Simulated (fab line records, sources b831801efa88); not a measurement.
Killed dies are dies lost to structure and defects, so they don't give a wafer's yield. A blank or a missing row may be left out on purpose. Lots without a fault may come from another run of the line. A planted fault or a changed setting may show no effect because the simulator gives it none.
fab line records | flow gf180mcu
record lots=5 wafers=15 last_day=33
route steps=602 shown HV_LDD@205 NSD@235
lots that met no fault: from a run of the same line without faults
start_h: hours from the record's first day to the start of the lot's first wafer shown | wait_h: hours since the lot's step before | " the same as in the row above | L1.1+2: a row that stands for several wafers | - no value, or no start given | * or withheld: withheld | < > ~ a bound
route shown NAME@n: a module of which the file shows steps, and the number in the route of the first | usual: mean/standard deviation of fault-free wafers | same: alike in all rows | chamber/n: place in a boat | sites: the reading at each site | _std_site: their standard deviation | _edge_site: outer sites' mean less inner sites' | radius_mm: how far each site lies from the wafer's centre | mask NAME#n: copy n | behind: the tool/chamber that last shaped the wafer | hold: why the lot was held/for how many hours/how that ended | device: the transistor (n, p or np) that didn't switch | end of line: the same wafers' tests at the end of the route | a step without rows: its recipe alone | killed: dies lost to structure and defects at the first sort, not the wafer's yield | map: a wafer's dies, x killed, . not, _ none there
set.NAME: the setting as run; set.NAME@STEP: as run at that earlier step | model.NAME: the simulator's own value behind a step, which no gauge read
lots at some steps of the route; a table a step, a row a wafer
services: from which hour (start_h, from the record's first day; less than 0 if before it) a tool's chamber was out of use, for how many hours, and why
## steps
# step GF_HV_LDD_PEB_29
# recipe temp_c=withheld time_s=* resist=NOVOLAK
# columns lot.wafer tool chamber start_h wait_h
L079.1+4+5 litho_track-01 0 - -
L082.1+3+5 litho_track-02 0 - -
L085.1+2+3 litho_track-01 0 - -
L089.2+3+4 litho_track-03 0 - -
L094.2+5+6 litho_track-01 0 - -
# step GF_HV_LDD_DEVELOP_30
# recipe develop_time_s=60 dev_temp_c=23
# columns lot.wafer tool chamber start_h wait_h
L079.1+4+5 litho_track-01 0 295.14 0.1
L082.1+3+5 litho_track-02 0 312.47 0.1
L085.1+2+3 litho_track-01 0 340.34 0.1
L089.2+3+4 litho_track-03 0 371.67 0.1
L094.2+5+6 litho_track-01 0 410.36 0.1
# step GF_HV_LDD_CD_MEAS_31
# recipe target_cd_nm=400
# usual cd_nm=400.0/2.7
# columns lot.wafer tool chamber start_h wait_h cd_nm
L079.1 cd_sem-01 - 295.29 0.1 400.7
L079.4 " - " " 400.2
L079.5 " - " " 400.0
L082.1 cd_sem-01 - 312.62 0.1 403.9
L082.3 " - " " 401.2
L082.5 " - " " 401.3
L085.1 cd_sem-02 - 340.60 0.2 397.5
L085.2 " - " " 396.4
L085.3 " - " " 397.7
L089.2 cd_sem-01 - 371.82 0.1 401.3
L089.3 " - " " 402.8
L089.4 " - " " 400.8
L094.2 cd_sem-01 - 410.51 0.1 400.1
L094.5 " - " " 401.8
L094.6 " - " " 403.0
# step GF_HV_LDD_OVL_MEAS_32
# usual HV_LDD_02_OVL=0.4/1.3
# columns lot.wafer tool chamber start_h wait_h HV_LDD_02_OVL[nm]
L079.1 overlay-02 - 295.41 0.1 -0.6
L079.4 " - " " -0.6
L079.5 " - " " 0.0
L082.1 overlay-02 - 312.74 0.1 2.7
L082.3 " - " " 1.4
L082.5 " - " " 2.2
L085.1 overlay-01 - 340.72 0.1 2.2
L085.2 " - " " 1.3
L085.3 " - " " 2.3
L089.2 overlay-02 - 371.92 0.1 2.1
L089.3 " - " " 2.2
L089.4 " - " " 2.1
L094.2 overlay-01 - 410.61 0.1 1.5
L094.5 " - " " 2.4
L094.6 " - " " 3.3
# step GF_HV_LDD_IMPLANT_33
# recipe species=P energy_kev=60 dose_cm2=7.5e+12 tilt_deg=30 rotation_deg=0
# columns lot.wafer tool chamber start_h wait_h
L079.1+4+5 implanter-02 0 295.45 0.0
L082.1+3+5 implanter-03 0 312.78 0.0
L085.1+2+3 implanter-04 0 340.75 0.0
L089.2+3+4 implanter-04 0 371.98 0.0
L094.2+5+6 implanter-03 0 410.67 0.0
# step GF_HV_LDD_IMPLANT_34
# recipe species=P energy_kev=60 dose_cm2=7.5e+12 tilt_deg=30 rotation_deg=90
# columns lot.wafer tool chamber start_h wait_h
L079.1+4+5 implanter-02 0 295.60 0.1
L082.1+3+5 implanter-03 0 312.93 0.1
L085.1+2+3 implanter-04 0 340.90 0.1
L089.2+3+4 implanter-04 0 372.13 0.1
L094.2+5+6 implanter-03 0 410.82 0.1
# step GF_HV_LDD_IMPLANT_35
# recipe species=P energy_kev=60 dose_cm2=7.5e+12 tilt_deg=30 rotation_deg=180
# columns lot.wafer tool chamber start_h wait_h
L079.1+4+5 implanter-02 0 295.75 0.1
L082.1+3+5 implanter-03 0 313.08 0.1
L085.1+2+3 implanter-04 0 341.05 0.1
L089.2+3+4 implanter-04 0 372.28 0.1
L094.2+5+6 implanter-03 0 410.97 0.1
# step GF_HV_LDD_IMPLANT_36
# recipe species=P energy_kev=60 dose_cm2=7.5e+12 tilt_deg=30 rotation_deg=270
# columns lot.wafer tool chamber start_h wait_h
L079.1+4+5 implanter-02 0 295.90 0.1
L082.1+3+5 implanter-03 0 313.23 0.1
L085.1+2+3 implanter-04 0 341.20 0.1
L089.2+3+4 implanter-04 0 372.43 0.1
L094.2+5+6 implanter-03 0 411.12 0.1
# step GF_HV_LDD_STRIP_37
# recipe chemistry=O2/N2 power_w=1400 pressure_mtorr=1500 platen_temp_c=250 o2_flow_sccm=3000 n2_flow_sccm=300 overash_fraction=0.5
# usual drypump_motor_current_A=5.7/0.54 heater_power_w=342/32 oes_product_au=0.716/0.0047 strip_time_to_endpoint_s=12.63/0.04
# columns lot.wafer tool chamber start_h wait_h drypump_motor_current_A heater_power_w oes_product_au rf_hours_counter_h strip_time_to_endpoint_s
L079.1 plasma_asher-04 1 296.05 0.1 5.1 362 0.716 65 12.60
L079.4 " 0 " " 5.9 389 0.719 - 12.58
L079.5 " 0 " " 5.9 399 0.718 - 12.60
L082.1 plasma_asher-01 0 313.38 0.1 6.0 305 0.724 69 12.56
L082.3 " 0 " " 5.9 315 0.721 - 12.64
L082.5 " 0 " " 5.9 312 0.716 - 12.60
L085.1 plasma_asher-01 0 341.35 0.1 6.0 309 0.716 73 12.63
L085.2 " 1 " " 6.6 325 0.715 73 12.66
L085.3 " 0 " " 5.9 314 0.717 - 12.66
L089.2 plasma_asher-01 0 372.55 0.1 5.9 309 0.712 77 12.59
L089.3 " 0 " " 5.9 310 0.715 - 12.61
L089.4 " 1 " " 6.6 327 0.712 - 12.57
L094.2 plasma_asher-04 1 411.24 0.1 5.1 368 0.718 78 12.61
L094.5 " 1 " " 5.1 369 0.716 - 12.65
L094.6 " 0 " " 5.9 389 0.719 - 12.59
# step GF_HV_LDD_TW_MEAS_38
# usual HV_LDD_3_TW=1425/20
# columns lot.wafer tool chamber start_h wait_h HV_LDD_3_TW
L079.1 film_metro-02 - 296.15 0.1 1450
L079.4 " - " " 1452
L079.5 " - " " 1444
L082.1 film_metro-02 - 313.51 0.1 1434
L082.3 " - " " 1440
L082.5 " - " " 1444
L085.1 film_metro-01 - 341.45 0.1 1415
L085.2 " - " " 1417
L085.3 " - " " 1415
L089.2 film_metro-01 - 372.66 0.1 1392
L089.3 " - " " 1390
L089.4 " - " " 1393
L094.2 film_metro-04 - 411.35 0.1 1428
L094.5 " - " " 1424
L094.6 " - " " 1421
# step GF_HV_LDD_DEHYDRATE_39
# recipe temp_c=200 time_s=60
# usual heater_power_total_W=160.39/0.13
# columns lot.wafer tool chamber start_h wait_h heater_power_total_W
L079.1 litho_track-03 0 306.15 10.0 160.58
L079.4 " 0 " " 160.44
L079.5 " 0 " " 160.45
L082.1 litho_track-03 0 322.95 9.4 160.65
L082.3 " 0 " " 160.39
L082.5 " 0 " " 160.27
L085.1 litho_track-03 0 351.70 10.2 160.49
L085.2 " 0 " " 160.61
L085.3 " 0 " " 160.21
L089.2 litho_track-02 0 383.40 10.7 160.50
L089.3 " 0 " " 160.29
L089.4 " 0 " " 160.59
L094.2 litho_track-03 0 422.87 11.5 160.50
L094.5 " 0 " " 160.21
L094.6 " 0 " " 160.48
# step GF_HV_LDD_HMDS_40
# recipe prime_time_s=60 prime_temp_c=120
# columns lot.wafer tool chamber start_h wait_h
L079.1+4+5 litho_track-03 0 306.30 0.1
L082.1+3+5 litho_track-03 0 323.10 0.1
L085.1+2+3 litho_track-03 0 351.85 0.1
L089.2+3+4 litho_track-02 0 383.55 0.1
L094.2+5+6 litho_track-03 0 423.02 0.1
# step GF_HV_LDD_COAT_41
# recipe resist=NOVOLAK spin_rpm=3000 resist_thk_nm=1000
# columns lot.wafer tool chamber start_h wait_h
L079.1+4+5 litho_track-03 0 306.45 0.1
L082.1+3+5 litho_track-03 0 323.25 0.1
L085.1+2+3 litho_track-03 0 352.00 0.1
L089.2+3+4 litho_track-02 0 383.70 0.1
L094.2+5+6 litho_track-03 0 423.17 0.1
# step GF_HV_LDD_SOFTBAKE_42
# recipe temp_c=90 time_s=60 resist=NOVOLAK
# usual heater_power_total_W=56.59/0.044
# columns lot.wafer tool chamber start_h wait_h heater_power_total_W
L079.1 litho_track-03 0 306.60 0.1 56.62
L079.4 " 0 " " 56.61
L079.5 " 0 " " 56.54
L082.1 litho_track-03 0 323.40 0.1 56.60
L082.3 " 0 " " 56.62
L082.5 " 0 " " 56.64
L085.1 litho_track-03 0 352.15 0.1 56.61
L085.2 " 0 " " 56.60
L085.3 " 0 " " 56.67
L089.2 litho_track-02 0 383.85 0.1 56.59
L089.3 " 0 " " 56.63
L089.4 " 0 " " 56.53
L094.2 litho_track-03 0 423.32 0.1 56.62
L094.5 " 0 " " 56.62
L094.6 " 0 " " 56.54
# step GF_HV_LDD_EXPOSE_43
# recipe mask_id=Pplus_HV_AREA target_cd_nm=400 na=0.6 source_shape=conventional sigma_outer=0.6 dose_mj=140
# usual exposure_dose_mJ_cm2=140.00/0.15 stage_vel_mm_s=500.03/0.25
# columns lot.wafer tool chamber start_h wait_h mask exposure_dose_mJ_cm2 stage_vel_mm_s
L079.1 iline_stepper-01 0 - - Pplus_HV_AREA#0 140.00 500.25
L079.4 " 0 " " Pplus_HV_AREA#0 140.04 499.87
L079.5 " 0 " " Pplus_HV_AREA#0 139.88 499.96
L082.1 iline_stepper-01 0 - - Pplus_HV_AREA#0 139.91 500.22
L082.3 " 0 " " Pplus_HV_AREA#0 139.97 500.15
L082.5 " 0 " " Pplus_HV_AREA#0 139.98 499.85
L085.1 iline_stepper-01 0 - - Pplus_HV_AREA#0 139.95 500.06
L085.2 " 0 " " Pplus_HV_AREA#0 139.96 500.20
L085.3 " 0 " " Pplus_HV_AREA#0 139.82 500.44
L089.2 iline_stepper-01 0 - - Pplus_HV_AREA#0 140.06 500.06
L089.3 " 0 " " Pplus_HV_AREA#0 140.15 499.88
L089.4 " 0 " " Pplus_HV_AREA#0 139.95 500.06
L094.2 iline_stepper-01 0 - - Pplus_HV_AREA#0 140.10 500.07
L094.5 " 0 " " Pplus_HV_AREA#0 139.91 500.10
L094.6 " 0 " " Pplus_HV_AREA#0 140.05 500.22
# step GF_HV_LDD_PEB_44
# recipe temp_c=withheld time_s=* resist=NOVOLAK
# columns lot.wafer tool chamber start_h wait_h
L079.1+4+5 litho_track-01 0 - -
L082.1+3+5 litho_track-03 0 - -
L085.1+2+3 litho_track-01 0 - -
L089.2+3+4 litho_track-03 0 - -
L094.2+5+6 litho_track-03 0 - -
# step GF_HV_LDD_DEVELOP_45
# recipe develop_time_s=60 dev_temp_c=23
# columns lot.wafer tool chamber start_h wait_h
L079.1+4+5 litho_track-01 0 316.69 0.1
L082.1+3+5 litho_track-03 0 333.95 0.1
L085.1+2+3 litho_track-01 0 362.74 0.1
L089.2+3+4 litho_track-03 0 394.87 0.1
L094.2+5+6 litho_track-03 0 435.17 0.1
# step GF_HV_LDD_CD_MEAS_46
# recipe target_cd_nm=400
# usual cd_nm=400.3/2
# columns lot.wafer tool chamber start_h wait_h cd_nm
L079.1 cd_sem-02 - 316.84 0.1 402.7
L079.4 " - " " 402.5
L079.5 " - " " 402.0
L082.1 cd_sem-02 - 334.10 0.1 400.3
L082.3 " - " " 401.5
L082.5 " - " " 401.3
L085.1 cd_sem-02 - 362.89 0.1 397.6
L085.2 " - " " 399.2
L085.3 " - " " 398.1
L089.2 cd_sem-01 - 395.13 0.2 400.1
L089.3 " - " " 401.2
L089.4 " - " " 400.9
L094.2 cd_sem-01 - 435.37 0.2 399.5
L094.5 " - " " 399.4
L094.6 " - " " 398.2
# step GF_HV_LDD_OVL_MEAS_47
# usual HV_LDD_03_OVL=0.3/1.3
# columns lot.wafer tool chamber start_h wait_h HV_LDD_03_OVL[nm]
L079.1 overlay-02 - 316.96 0.1 0.4
L079.4 " - " " -0.4
L079.5 " - " " -1.8
L082.1 overlay-01 - 334.22 0.1 -1.5
L082.3 " - " " -0.1
L082.5 " - " " -0.3
L085.1 overlay-02 - 363.01 0.1 -0.1
L085.2 " - " " 1.2
L085.3 " - " " -0.5
L089.2 overlay-01 - 395.23 0.1 -0.4
L089.3 " - " " 1.6
L089.4 " - " " -1.9
L094.2 overlay-01 - 435.48 0.1 -2.6
L094.5 " - " " -1.1
L094.6 " - " " -2.0
# step GF_HV_LDD_IMPLANT_48
# recipe species=B energy_kev=25 dose_cm2=3e+13 tilt_deg=7
# columns lot.wafer tool chamber start_h wait_h
L079.1+4+5 implanter-03 0 317.00 0.0
L082.1+3+5 implanter-03 0 334.25 0.0
L085.1+2+3 implanter-04 0 363.16 0.1
L089.2+3+4 implanter-03 0 395.29 0.0
L094.2+5+6 implanter-04 0 435.54 0.0
# step GF_HV_LDD_STRIP_49
# recipe chemistry=O2/N2 power_w=1400 pressure_mtorr=1500 platen_temp_c=250 o2_flow_sccm=3000 n2_flow_sccm=300 overash_fraction=0.5
# usual drypump_motor_current_A=5.6/0.53 heater_power_w=340/33 oes_product_au=0.716/0.0044 strip_time_to_endpoint_s=12.63/0.041
# columns lot.wafer tool chamber start_h wait_h drypump_motor_current_A heater_power_w oes_product_au rf_hours_counter_h strip_time_to_endpoint_s
L079.1 plasma_asher-03 1 317.15 0.1 5.9 325 0.713 50 12.67
L079.4 " 1 " " 5.9 313 0.726 - 12.71
L079.5 " 0 " " 5.0 324 0.721 - 12.71
L082.1 plasma_asher-03 1 334.40 0.1 5.9 335 0.715 52 12.68
L082.3 " 1 " " 5.9 316 0.722 - 12.69
L082.5 " 0 " " 4.9 319 0.719 - 12.69
L085.1 plasma_asher-03 0 363.31 0.1 5.0 313 0.711 55 12.62
L085.2 " 1 " " 5.9 307 0.707 55 12.63
L085.3 " 0 " " 5.0 323 0.713 - 12.63
L089.2 plasma_asher-04 0 395.41 0.1 5.9 400 0.718 76 12.67
L089.3 " 1 " " 5.1 356 0.717 - 12.66
L089.4 " 0 " " 5.9 398 0.713 - 12.64
L094.2 plasma_asher-04 0 435.66 0.1 5.9 409 0.720 81 12.67
L094.5 " 1 " " 5.1 370 0.716 - 12.62
L094.6 " 0 " " 5.9 399 0.718 - 12.65
# step GF_HV_LDD_TW_MEAS_50
# usual HV_LDD_4_TW=564/7.1
# columns lot.wafer tool chamber start_h wait_h HV_LDD_4_TW
L079.1 film_metro-01 - 317.25 0.1 556
L079.4 " - " " 558
L079.5 " - " " 558
L082.1 film_metro-04 - 334.50 0.1 562
L082.3 " - " " 565
L082.5 " - " " 564
L085.1 film_metro-01 - 363.41 0.1 550
L085.2 " - " " 552
L085.3 " - " " 554
L089.2 film_metro-04 - 395.52 0.1 566
L089.3 " - " " 564
L089.4 " - " " 566
L094.2 film_metro-04 - 435.77 0.1 569
L094.5 " - " " 570
L094.6 " - " " 569
# step GF_HV_LDD_CLEAN_51
# recipe chemistry=SC1/SC2 mix=1:4:20 temp_c=70 time_s=150 dry=n2_spin
# columns lot.wafer tool chamber start_h wait_h
L079.1+4+5 wet_bench-03 2 317.31 0.1
L082.1+3+5 wet_bench-03 2 334.56 0.1
L085.1+2+3 wet_bench-02 0 363.47 0.1
L089.2+3+4 wet_bench-02 0 395.57 0.0
L094.2+5+6 wet_bench-02 0 435.90 0.1
# step GF_HV_LDD_RTA_52
# recipe temp_c=1000 time_s=10 ambient=N2
# usual lamp_power_pct=29.02/0.24 wafer_temp_C_max=1002.7/0.8
# columns lot.wafer tool chamber start_h wait_h lamp_power_pct wafer_temp_C_max
L079.1 rtp_anneal-02 0 317.36 0.0 29.36 1003.5
L079.4 " 0 " " 29.34 1002.8
L079.5 " 0 " " 29.37 1002.5
L082.1 rtp_anneal-01 0 334.61 0.0 28.86 1002.3
L082.3 " 0 " " 28.83 1003.1
L082.5 " 0 " " 28.82 1002.6
L085.1 rtp_anneal-02 0 363.52 0.0 29.36 1003.3
L085.2 " 0 " " 29.34 1002.9
L085.3 " 0 " " 29.40 1003.1
L089.2 rtp_anneal-01 0 395.64 0.0 28.86 1001.9
L089.3 " 0 " " 28.88 1002.9
L089.4 " 0 " " 28.84 1002.2
L094.2 rtp_anneal-01 0 435.97 0.0 28.83 1001.4
L094.5 " 0 " " 28.84 1002.6
L094.6 " 0 " " 28.81 1002.2
# step GF_HV_LDD_RS_MEAS_53
# recipe thk_meas_gauge=four-point-probe
# usual HV_LDD_RS=418.6/1.1
# columns lot.wafer tool chamber start_h wait_h HV_LDD_RS[ohm/sq]
L079.1 film_metro-02 - 317.43 0.1 417.4
L079.4 " - " " 418.4
L079.5 " - " " 417.7
L082.1 film_metro-02 - 334.68 0.1 418.3
L082.3 " - " " 418.8
L082.5 " - " " 418.4
L085.1 film_metro-04 - 363.59 0.1 418.5
L085.2 " - " " 418.7
L085.3 " - " " 418.3
L089.2 film_metro-01 - 395.71 0.1 420.7
L089.3 " - " " 421.2
L089.4 " - " " 420.9
L094.2 film_metro-02 - 436.04 0.1 418.3
L094.5 " - " " 418.2
L094.6 " - " " 418.2
# step GF_HV_LDD_CVD_54
# recipe material=SiO2 target_thk_nm=10 precursor=TEOS temp_c=680 time_s=75 pressure_mtorr=400
# usual spike_tc_bottom_C=697.6/2.1 zone_power_upper_pct=9.8/0.69
# columns lot.wafer tool chamber start_h wait_h spike_tc_bottom_C zone_power_upper_pct
L079.1 lpcvd-01 1 317.55 0.1 697.5 10.3
L079.4 " 1 " " 697.3 10.3
L079.5 " 1 " " 699.5 10.3
L082.1 lpcvd-02 0 334.80 0.1 699.7 9.9
L082.3 " 0 " " 701.0 9.9
L082.5 " 0 " " 702.0 9.8
L085.1 lpcvd-01 0 363.71 0.1 695.9 10.2
L085.2 " 0 " " 695.8 9.9
L085.3 " 0 " " 694.6 10.2
L089.2 lpcvd-01 1 395.81 0.1 699.9 10.4
L089.3 " 1 " " 698.0 10.4
L089.4 " 1 " " 696.2 10.5
L094.2 lpcvd-01 1 436.14 0.1 699.2 10.4
L094.5 " 1 " " 696.9 10.4
L094.6 " 1 " " 699.4 10.5
# step GF_HV_LDD_THK_MEAS_55
# recipe reads=SiO2_of_HV_LDD_CVD_54
# usual HV_LDD_CVD_54_THK=9.98/0.12
# columns lot.wafer tool chamber start_h wait_h HV_LDD_CVD_54_THK[nm]
L079.1 film_metro-02 - 319.08 0.0 10.07
L079.4 " - " " 10.07
L079.5 " - " " 9.89
L082.1 film_metro-01 - 335.82 0.0 9.90
L082.3 " - " " 10.00
L082.5 " - " " 10.03
L085.1 film_metro-04 - 365.24 0.0 10.06
L085.2 " - " " 9.93
L085.3 " - " " 10.06
L089.2 film_metro-04 - 397.36 0.0 10.00
L089.3 " - " " 9.89
L089.4 " - " " 9.90
L094.2 film_metro-01 - 437.17 0.0 9.72
L094.5 " - " " 9.84
L094.6 " - " " 9.76
# step GF_HV_LDD_CVD_56
# recipe material=Si3N4 precursor=DCS/NH3 target_thk_nm=90 temp_c=770 time_s=1543 pressure_mtorr=250
# usual spike_tc_bottom_C=786.9/2.2 zone_power_upper_pct=12.4/0.84
# columns lot.wafer tool chamber start_h wait_h spike_tc_bottom_C zone_power_upper_pct
L079.1 lpcvd-01 0 319.14 0.1 781.9 12.8
L079.4 " 0 " " 782.9 12.9
L079.5 " 0 " " 785.0 13.0
L082.1 lpcvd-01 1 335.88 0.1 787.1 13.3
L082.3 " 1 " " 788.7 13.2
L082.5 " 1 " " 786.7 13.0
L085.1 lpcvd-01 1 365.30 0.1 787.1 13.5
L085.2 " 1 " " 786.4 13.2
L085.3 " 1 " " 787.3 13.2
L089.2 lpcvd-02 1 398.56 1.2 786.3 11.1
L089.3 " 1 " " 789.8 11.3
L089.4 " 1 " " 787.7 11.2
L094.2 lpcvd-02 0 437.22 0.0 790.7 12.5
L094.5 " 0 " " 791.0 12.4
L094.6 " 0 " " 789.3 12.8
# step GF_HV_LDD_THK_MEAS_57
# recipe reads=Si3N4_of_HV_LDD_CVD_56
# usual HV_LDD_CVD_56_THK=89.9/0.81
# columns lot.wafer tool chamber start_h wait_h HV_LDD_CVD_56_THK[nm]
L079.1 film_metro-02 - 321.28 0.0 89.3
L079.4 " - " " 89.0
L079.5 " - " " 89.3
L082.1 film_metro-02 - 337.31 0.0 88.7
L082.3 " - " " 88.1
L082.5 " - " " 88.1
L085.1 film_metro-04 - 367.44 0.0 88.8
L085.2 " - " " 89.2
L085.3 " - " " 89.4
L089.2 film_metro-01 - 400.00 0.0 90.1
L089.3 " - " " 90.6
L089.4 " - " " 90.8
L094.2 film_metro-04 - 438.66 0.0 89.9
L094.5 " - " " 90.3
L094.6 " - " " 89.2
# step GF_HV_LDD_ETCHBACK_58
# recipe chemistry=CH3F/O2 target=Si3N4 stop_on=SiO2 source_w=400 bias_w=80 pressure_mtorr=25 ch3f_flow_sccm=40 O2_flow_sccm=30 time_s=100 target_depth_a=900
# usual drypump_motor_current_A=5.8/0.39 oes_product_au=0.842/0.0059 rf_fwd_power_W=397.3/1.3 throttle_valve_pct=10.561/0.0082
# columns lot.wafer tool chamber start_h wait_h drypump_motor_current_A oes_product_au rf_fwd_power_W rf_hours_counter_h throttle_valve_pct
L079.1 rie_diel-03 0 321.34 0.1 5.4 0.844 399.9 36 10.566
L079.4 " 1 " " 6.2 0.833 396.7 1 10.579
L079.5 " 2 " " 5.8 0.835 396.3 - 10.565
L082.1 rie_diel-04 0 337.37 0.1 6.1 0.836 399.0 36 10.567
L082.3 " 2 " " 5.6 0.838 398.0 48 10.554
L082.5 " 2 " " 5.6 0.839 397.3 - 10.536
L085.1 rie_diel-03 0 367.50 0.1 5.4 0.835 397.5 37 10.563
L085.2 " 1 " " 6.2 0.834 396.4 2 10.553
L085.3 " 3 " " 5.4 0.837 396.8 88 10.558
L089.2 rie_diel-01 1 400.05 0.0 6.7 0.842 399.6 106 10.566
L089.3 " 2 " " 5.8 0.843 398.8 44 10.559
L089.4 " 0 " " 5.0 0.846 398.6 8 10.572
L094.2 rie_diel-04 1 438.71 0.0 6.1 0.850 397.6 34 10.563
L094.5 " 0 " " 6.1 0.851 397.0 - 10.559
L094.6 " 3 " " 5.7 0.839 396.2 - 10.550
# step GF_NSD_DEHYDRATE_00
# recipe temp_c=200 time_s=60
# usual heater_power_total_W=160.39/0.13
# columns lot.wafer tool chamber start_h wait_h heater_power_total_W
L079.1 litho_track-04 0 331.83 10.5 160.55
L079.4 " 0 " " 160.22
L079.5 " 0 " " 160.59
L082.1 litho_track-02 0 347.42 10.0 160.38
L082.3 " 0 " " 160.25
L082.5 " 0 " " 160.48
L085.1 litho_track-04 0 378.38 10.8 160.34
L085.2 " 0 " " 160.59
L085.3 " 0 " " 160.22
L089.2 litho_track-02 0 410.85 10.8 160.52
L089.3 " 0 " " 160.46
L089.4 " 0 " " 160.59
L094.2 litho_track-03 0 450.07 11.3 160.48
L094.5 " 0 " " 160.32
L094.6 " 0 " " 160.35
# step GF_NSD_HMDS_01
# recipe prime_time_s=60 prime_temp_c=120
# columns lot.wafer tool chamber start_h wait_h
L079.1+4+5 litho_track-04 0 331.98 0.1
L082.1+3+5 litho_track-02 0 347.57 0.1
L085.1+2+3 litho_track-04 0 378.53 0.1
L089.2+3+4 litho_track-02 0 411.00 0.1
L094.2+5+6 litho_track-03 0 450.22 0.1
# step GF_NSD_COAT_02
# recipe resist=NOVOLAK spin_rpm=3000 resist_thk_nm=1000
# columns lot.wafer tool chamber start_h wait_h
L079.1+4+5 litho_track-04 0 332.13 0.1
L082.1+3+5 litho_track-02 0 347.72 0.1
L085.1+2+3 litho_track-04 0 378.68 0.1
L089.2+3+4 litho_track-02 0 411.15 0.1
L094.2+5+6 litho_track-03 0 450.37 0.1
# step GF_NSD_SOFTBAKE_03
# recipe temp_c=90 time_s=60 resist=NOVOLAK
# usual heater_power_total_W=56.59/0.045
# columns lot.wafer tool chamber start_h wait_h heater_power_total_W
L079.1 litho_track-04 0 332.28 0.1 56.61
L079.4 " 0 " " 56.61
L079.5 " 0 " " 56.64
L082.1 litho_track-02 0 347.87 0.1 56.65
L082.3 " 0 " " 56.62
L082.5 " 0 " " 56.61
L085.1 litho_track-04 0 378.83 0.1 56.57
L085.2 " 0 " " 56.63
L085.3 " 0 " " 56.54
L089.2 litho_track-02 0 411.30 0.1 56.55
L089.3 " 0 " " 56.60
L089.4 " 0 " " 56.56
L094.2 litho_track-03 0 450.52 0.1 56.58
L094.5 " 0 " " 56.58
L094.6 " 0 " " 56.58
# step GF_NSD_EXPOSE_04
# recipe mask_id=Nplus target_cd_nm=400 na=0.6 source_shape=conventional sigma_outer=0.6 dose_mj=140
# usual exposure_dose_mJ_cm2=139.96/0.13 stage_vel_mm_s=499.96/0.24
# columns lot.wafer tool chamber start_h wait_h mask exposure_dose_mJ_cm2 stage_vel_mm_s
L079.1 iline_stepper-01 0 - - Nplus#0 139.82 499.94
L079.4 " 0 " " Nplus#0 139.76 500.18
L079.5 " 0 " " Nplus#0 139.61 500.23
L082.1 iline_stepper-01 0 - - Nplus#0 140.07 499.90
L082.3 " 0 " " Nplus#0 139.77 499.98
L082.5 " 0 " " Nplus#0 139.82 500.29
L085.1 iline_stepper-02 0 - - Nplus#0 139.99 499.69
L085.2 " 0 " " Nplus#0 140.16 500.35
L085.3 " 0 " " Nplus#0 140.05 499.90
L089.2 iline_stepper-01 0 - - Nplus#0 140.09 500.06
L089.3 " 0 " " Nplus#0 139.83 500.12
L089.4 " 0 " " Nplus#0 139.87 500.18
L094.2 iline_stepper-02 0 - - Nplus#0 139.95 499.78
L094.5 " 0 " " Nplus#0 139.99 499.81
L094.6 " 0 " " Nplus#0 139.89 499.54
# step GF_NSD_PEB_05
# recipe temp_c=withheld time_s=* resist=NOVOLAK
# columns lot.wafer tool chamber start_h wait_h
L079.1+4+5 litho_track-02 0 - -
L082.1+3+5 litho_track-04 0 - -
L085.1+2+3 litho_track-03 0 - -
L089.2+3+4 litho_track-04 0 - -
L094.2+5+6 litho_track-04 0 - -
# step GF_NSD_DEVELOP_06
# recipe develop_time_s=60 dev_temp_c=23
# columns lot.wafer tool chamber start_h wait_h
L079.1+4+5 litho_track-02 0 342.72 0.1
L082.1+3+5 litho_track-04 0 358.68 0.1
L085.1+2+3 litho_track-03 0 390.14 0.1
L089.2+3+4 litho_track-04 0 422.95 0.1
L094.2+5+6 litho_track-04 0 462.70 0.1
# step GF_NSD_CD_MEAS_07
# recipe target_cd_nm=400
# usual cd_nm=400.3/2.8
# columns lot.wafer tool chamber start_h wait_h cd_nm
L079.1 cd_sem-02 - 342.87 0.1 396.3
L079.4 " - " " 396.5
L079.5 " - " " 397.3
L082.1 cd_sem-02 - 358.83 0.1 403.1
L082.3 " - " " 401.8
L082.5 " - " " 402.2
L085.1 cd_sem-01 - 390.36 0.2 398.9
L085.2 " - " " 399.3
L085.3 " - " " 402.0
L089.2 cd_sem-01 - 423.10 0.1 400.8
L089.3 " - " " 401.4
L089.4 " - " " 399.4
L094.2 cd_sem-02 - 462.85 0.1 400.1
L094.5 " - " " 399.5
L094.6 " - " " 400.1
# step GF_NSD_OVL_MEAS_08
# usual NSD_OVL=1.2/1.4
# columns lot.wafer tool chamber start_h wait_h NSD_OVL[nm]
L079.1 overlay-02 - 342.99 0.1 2.4
L079.4 " - " " 2.5
L079.5 " - " " 2.1
L082.1 overlay-02 - 358.95 0.1 3.2
L082.3 " - " " 3.2
L082.5 " - " " 1.5
L085.1 overlay-01 - 390.48 0.1 0.4
L085.2 " - " " 0.1
L085.3 " - " " 0.9
L089.2 overlay-01 - 423.20 0.1 -0.5
L089.3 " - " " 0.9
L089.4 " - " " 1.7
L094.2 overlay-02 - 462.95 0.1 3.4
L094.5 " - " " 2.7
L094.6 " - " " 2.4
# step GF_NSD_IMPLANT_09
# recipe species=As energy_kev=60 dose_cm2=4e+15 tilt_deg=7
# columns lot.wafer tool chamber start_h wait_h
L079.1+4+5 implanter-01 0 343.03 0.0
L082.1+3+5 implanter-01 0 358.98 0.0
L085.1+2+3 implanter-03 0 390.52 0.0
L089.2+3+4 implanter-03 0 423.26 0.0
L094.2+5+6 implanter-01 0 463.01 0.0
# step GF_NSD_IMPLANT_10
# recipe species=P energy_kev=40 dose_cm2=5e+14 tilt_deg=7
# columns lot.wafer tool chamber start_h wait_h
L079.1+4+5 implanter-01 0 343.18 0.1
L082.1+3+5 implanter-01 0 359.13 0.1
L085.1+2+3 implanter-03 0 390.67 0.1
L089.2+3+4 implanter-03 0 423.41 0.1
L094.2+5+6 implanter-01 0 463.16 0.1
## services
# columns tool chamber start_h hours kind
implanter-02 - 275.51 3.8 repair
plasma_asher-04 - 282.87 12.2 repair
implanter-01 - 283.61 5.3 repair
implanter-02 - 289.94 2.6 repair
implanter-02 - 298.69 3.2 repair
lpcvd-01 - 299.70 2.8 pm
implanter-01 - 300.72 3.6 repair
plasma_asher-03 - 303.26 1.0 repair
rtp_anneal-01 - 314.51 12.7 pm
implanter-01 - 346.27 1.4 repair
plasma_asher-04 - 347.19 2.8 pm
implanter-02 - 347.37 61.8 pm
implanter-03 - 347.51 2.8 repair
rtp_anneal-01 - 353.46 2.1 pm
lpcvd-02 - 356.40 6.0 pm
iline_stepper-01 - 356.92 1.7 pm
iline_stepper-01 - 412.48 4.6 repair
implanter-03 - 412.80 4.5 pm
implanter-01 - 417.82 1.8 repair
plasma_asher-01 - 421.25 9.0 pm
implanter-01 - 425.51 13.1 pm
implanter-03 - 426.00 2.2 repair
implanter-02 - 436.90 1.2 repair
implanter-02 - 441.62 2.3 repair
## key
fault none
